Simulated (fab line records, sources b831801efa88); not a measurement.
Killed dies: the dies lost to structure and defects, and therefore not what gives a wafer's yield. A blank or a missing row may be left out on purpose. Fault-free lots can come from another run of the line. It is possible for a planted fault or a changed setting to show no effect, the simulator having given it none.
Chamber matching || flow gf180mcu || rie diel-03 running GF_V3_ETCH_17: 4 sister chambers
The step etches SiO2 in C4F8/O2/Ar, stops on TiN, target depth 635 nm. 4 wafers are shown with their chamber, then 7 later ones without.

WAFERS WITH THEIR CHAMBER
{"wafer": "L882.6", "chamber": 3, "oes product au (a.u.)": 0.848}
{"wafer": "L883.3", "chamber": 2, "oes product au (a.u.)": 0.861}
{"wafer": "L888.1", "chamber": 0, "oes product au (a.u.)": 0.858}
{"wafer": "L888.5", "chamber": 1, "oes product au (a.u.)": 0.853}

WAFERS WITHOUT THEIR CHAMBER
{"wafer": "L888.6", "oes product au (a.u.)": 0.855}
{"wafer": "L893.3", "oes product au (a.u.)": 0.862}
{"wafer": "L893.5", "oes product au (a.u.)": 0.856}
{"wafer": "L893.6", "oes product au (a.u.)": 0.849}
{"wafer": "L895.1", "oes product au (a.u.)": 0.858}
{"wafer": "L895.3", "oes product au (a.u.)": 0.849}
{"wafer": "L895.4", "oes product au (a.u.)": 0.855}

CHAMBER TAKEN BY EACH
{"wafer": "L888.6", "from the rows above": "can't be placed: 1 or 0", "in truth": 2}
{"wafer": "L893.3", "from the rows above": 2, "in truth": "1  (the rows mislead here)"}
{"wafer": "L893.5", "from the rows above": "can't be placed: 0 or 1", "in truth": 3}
{"wafer": "L893.6", "from the rows above": 3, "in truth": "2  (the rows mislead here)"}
{"wafer": "L895.1", "from the rows above": 0, "in truth": 0}
{"wafer": "L895.3", "from the rows above": 3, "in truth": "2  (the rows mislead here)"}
{"wafer": "L895.4", "from the rows above": "can't be placed: 1 or 0", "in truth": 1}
Correctly placed: 1 of 7. Unplaceable from these rows: 3, with the true chamber sitting among the candidates in 1. Wrongly placed: 3.
How it was worked out, from the rows above alone: a wafer's distance from a chamber is the root of the sum, over the readings, of the square of ((its reading less the chamber's mean) divided by the reading's scatter). The wafer belongs to the nearest chamber; if the next one is less than 2 further off, it can't be placed. A chamber's mean is the mean of its shown wafers. The scatter: with one shown wafer a chamber, the root of the mean of the squares of how far each hidden wafer lies from its nearest shown one.
